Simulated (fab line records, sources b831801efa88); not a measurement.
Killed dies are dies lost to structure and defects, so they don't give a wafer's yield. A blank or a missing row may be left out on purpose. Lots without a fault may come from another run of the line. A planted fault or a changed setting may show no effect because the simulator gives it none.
Which tool did it? | flow gf180mcu | 15 lots, 43 wafers sampled, at 5 steps of a route of 602

WHAT THE GAUGES READ, wafer by wafer
GF_HV_LDD_THK_MEAS_57.
lot  | measured     | on            | HV_LDD_CVD_56_THK (nm)
L701 | day 12 22:06 | film_metro-03 | 88.9 89.2 88.9
L702 | day 13 03:09 | film_metro-01 | 89.9 89.3 89.3
L703 | day 13 20:35 | film_metro-03 | 89.7 89.6 89.9
L704 | day 14 01:25 | film_metro-03 | 90.7 90.5 90.3
L706 | day 14 13:55 | film_metro-03 | 89.7 90.2 90.3
L705 | day 14 14:42 | film_metro-03 | 89.1 90.1 89.6
L708 | day 15 06:04 | film_metro-01 | 88.6 89.2 88.2
L709 | day 15 14:58 | film_metro-01 | 89.8 90.0
L711 | day 16 11:07 | film_metro-03 | 88.8 90.6 90.2
L714 | day 17 05:10 | film_metro-03 | 89.1 89.6
L720 | day 19 05:09 | film_metro-01 | 89.7 89.6 89.4
L721 | day 19 12:08 | film_metro-03 | 90.2 90.5 89.9
L722 | day 20 01:52 | film_metro-03 | 91.1 90.6 90.9
L723 | day 20 07:42 | film_metro-01 | 90.0 90.0 89.7
L724 | day 20 12:34 | film_metro-03 | 90.6 90.5 91.1

GF_NSD_CD_MEAS_07: target cd 400 nm.
lot  | measured     | on        | cd_nm (nm)
L701 | day 13 18:36 | cd_sem-01 | 399.8 399.6 399.6
L702 | day 13 23:44 | cd_sem-02 | 402.4 403.1 402.6
L703 | day 14 18:02 | cd_sem-02 | 395.2 396.9 394.7
L704 | day 14 22:34 | cd_sem-01 | 398.2 400.3 399.1
L706 | day 15 11:50 | cd_sem-02 | 402.8 400.1 402.0
L705 | day 15 12:47 | cd_sem-02 | 401.3 399.4 400.7
L708 | day 16 05:25 | cd_sem-02 | 403.4 406.2 403.2
L709 | day 16 13:58 | cd_sem-02 | 396.6 397.5
L711 | day 17 09:26 | cd_sem-01 | 401.5 402.8 401.7
L714 | day 18 04:31 | cd_sem-02 | 401.7 401.5
L720 | day 20 04:49 | cd_sem-02 | 400.7 400.5 400.0
L721 | day 20 11:38 | cd_sem-02 | 401.7 400.3 400.9
L722 | day 21 02:13 | cd_sem-01 | 399.0 397.8 397.1
L723 | day 21 08:17 | cd_sem-02 | 402.0 402.1 401.3
L724 | day 21 13:00 | cd_sem-02 | 395.0 397.1 398.0

GF_SAB_CD_MEAS_09: target cd 420 nm.
lot  | measured     | on        | cd_nm (nm)
L701 | day 15 15:36 | cd_sem-02 | 419.3 417.8 416.9
L702 | day 15 20:41 | cd_sem-02 | 420.3 423.2 422.0
L703 | day 16 17:03 | cd_sem-01 | 419.7 419.9 420.4
L704 | day 16 21:21 | cd_sem-01 | 419.6 422.3 420.5
L706 | day 17 10:41 | cd_sem-02 | 422.6 421.3 421.4
L705 | day 17 14:26 | cd_sem-01 | 421.1 422.1 422.7
L708 | day 18 04:13 | cd_sem-01 | 422.1 421.1 419.6
L709 | day 18 13:34 | cd_sem-01 | 393.3 392.2
L711 | day 19 10:17 | cd_sem-01 | 416.9 387.0 416.1
L714 | day 20 05:49 | cd_sem-02 | 388.0 387.5
L720 | day 22 06:12 | cd_sem-01 | 419.8 423.4 421.9
L721 | day 22 11:56 | cd_sem-01 | 423.5 424.4 423.7
L722 | day 23 03:11 | cd_sem-01 | 416.6 418.2 420.5
L723 | day 23 08:11 | cd_sem-01 | 420.1 418.4 419.5
L724 | day 23 12:19 | cd_sem-01 | 420.5 420.9 419.4

WHICH TOOL RAN EACH LOT (tool, then ch and the chambers of the sampled wafers, then the start)
lot  | GF_PSD_RTA_13                    | GF_SAB_EXPOSE_06
L701 | rtp_anneal-01 ch 0, day 14 16:56 | iline_stepper-01 ch 0, day 15 04:11
L702 | rtp_anneal-01 ch 0, day 14 22:10 | iline_stepper-02 ch 0, day 15 09:55
L703 | rtp_anneal-02 ch 0, day 15 17:21 | iline_stepper-01 ch 0, day 16 05:31
L704 | rtp_anneal-01 ch 0, day 15 22:01 | iline_stepper-02 ch 0, day 16 10:05
L706 | rtp_anneal-01 ch 0, day 16 11:25 | iline_stepper-01 ch 0, day 16 23:46
L705 | rtp_anneal-02 ch 0, day 16 15:32 | iline_stepper-02 ch 0, day 17 03:05
L708 | rtp_anneal-02 ch 0, day 17 04:59 | iline_stepper-02 ch 0, day 17 17:13
L709 | rtp_anneal-01 ch 0, day 17 13:56 | iline_stepper-02 ch 0, day 18 01:45
L711 | rtp_anneal-02 ch 0, day 18 10:07 | iline_stepper-02 ch 0, day 18 22:22
L714 | rtp_anneal-01 ch 0, day 19 05:52 | iline_stepper-02 ch 0, day 19 18:50
L720 | rtp_anneal-02 ch 0, day 21 06:04 | iline_stepper-01 ch 0, day 21 18:39
L721 | rtp_anneal-01 ch 0, day 21 12:15 | iline_stepper-02 ch 0, day 22 01:25
L722 | rtp_anneal-02 ch 0, day 22 03:14 | iline_stepper-02 ch 0, day 22 15:10
L723 | rtp_anneal-01 ch 0, day 22 08:45 | iline_stepper-01 ch 0, day 22 21:09
L724 | rtp_anneal-01 ch 0, day 22 13:10 | iline_stepper-02 ch 0, day 23 01:20
- GF_PSD_RTA_13: time 20 s.
- GF_SAB_EXPOSE_06: exposes mask SAB, target cd 420 nm.

WHAT THE TOOLS THEMSELVES READ (means of the sampled wafers that have a number; where no wafer has one, the mark that the record gives instead)
GF_PSD_RTA_13.
lot  | tool          | lamp_power_pct (%) | wafer_temp_C_max
L701 | rtp_anneal-01 | 35.9               | 1028.5
L702 | rtp_anneal-01 | 35.9               | 1028.7
L703 | rtp_anneal-02 | 32.4               | 1027.9
L704 | rtp_anneal-01 | 35.9               | 1028.9
L706 | rtp_anneal-01 | 35.9               | 1028.9
L705 | rtp_anneal-02 | 32.4               | 1028.2
L708 | rtp_anneal-02 | 32.4               | 1027.9
L709 | rtp_anneal-01 | 35.9               | 1028.9
L711 | rtp_anneal-02 | 32.4               | 1027.5
L714 | rtp_anneal-01 | 35.9               | 1028.7
L720 | rtp_anneal-02 | 32.4               | 1027.8
L721 | rtp_anneal-01 | 35.9               | 1028.7
L722 | rtp_anneal-02 | 32.4               | 1028.2
L723 | rtp_anneal-01 | 35.9               | 1029.3
L724 | rtp_anneal-01 | 35.9               | 1029.6

GF_SAB_EXPOSE_06.
lot  | tool             | exposure_dose_mJ_cm2
L701 | iline_stepper-01 | 140.11
L702 | iline_stepper-02 | 139.86
L703 | iline_stepper-01 | 140.06
L704 | iline_stepper-02 | 140.15
L706 | iline_stepper-01 | 139.94
L705 | iline_stepper-02 | 140.01
L708 | iline_stepper-02 | 139.98
L709 | iline_stepper-02 | 139.88
L711 | iline_stepper-02 | 139.88
L714 | iline_stepper-02 | 140.04
L720 | iline_stepper-01 | 139.94
L721 | iline_stepper-02 | 140.18
L722 | iline_stepper-02 | 140.01
L723 | iline_stepper-01 | 139.89
L724 | iline_stepper-02 | 139.85

THE ANSWER, worked out from the rows above alone
Rule: what is usual is taken from the lots themselves. Put in order of their means at a reading, lots are off if they are a third of the lots or fewer, leave a main group of 4 or more, and stand apart from it by a gap of 3 or more times the standard deviation of the main group's means; of several such gaps the widest counts. A main group whose means are all the same, to the digits that the tables above print for the reading, isn't used. A lot without any number at a reading at which 4 lots or more have one is off too. The other lots that the step has rows for count as sound. The gauges are gone through in route order, then the tools' own readings, and for those a lot's mean is taken as printed above. The first step at which some lot is off is used, and at that step the reading that is off furthest; a lot without a number counts as furthest.
Off: L709, L711, L714, at GF_SAB_CD_MEAS_09 (cd_nm). The main group: mean 420.7 nm, standard deviation 1.6.
A tool fits if, at a process step before that reading, it ran every lot that is off, and no sound lot after the first of them. The gauges at GF_SAB_CD_MEAS_09 are tried like those tools. None of those tried fits.

WHAT THE SIMULATOR HAD PUT IN
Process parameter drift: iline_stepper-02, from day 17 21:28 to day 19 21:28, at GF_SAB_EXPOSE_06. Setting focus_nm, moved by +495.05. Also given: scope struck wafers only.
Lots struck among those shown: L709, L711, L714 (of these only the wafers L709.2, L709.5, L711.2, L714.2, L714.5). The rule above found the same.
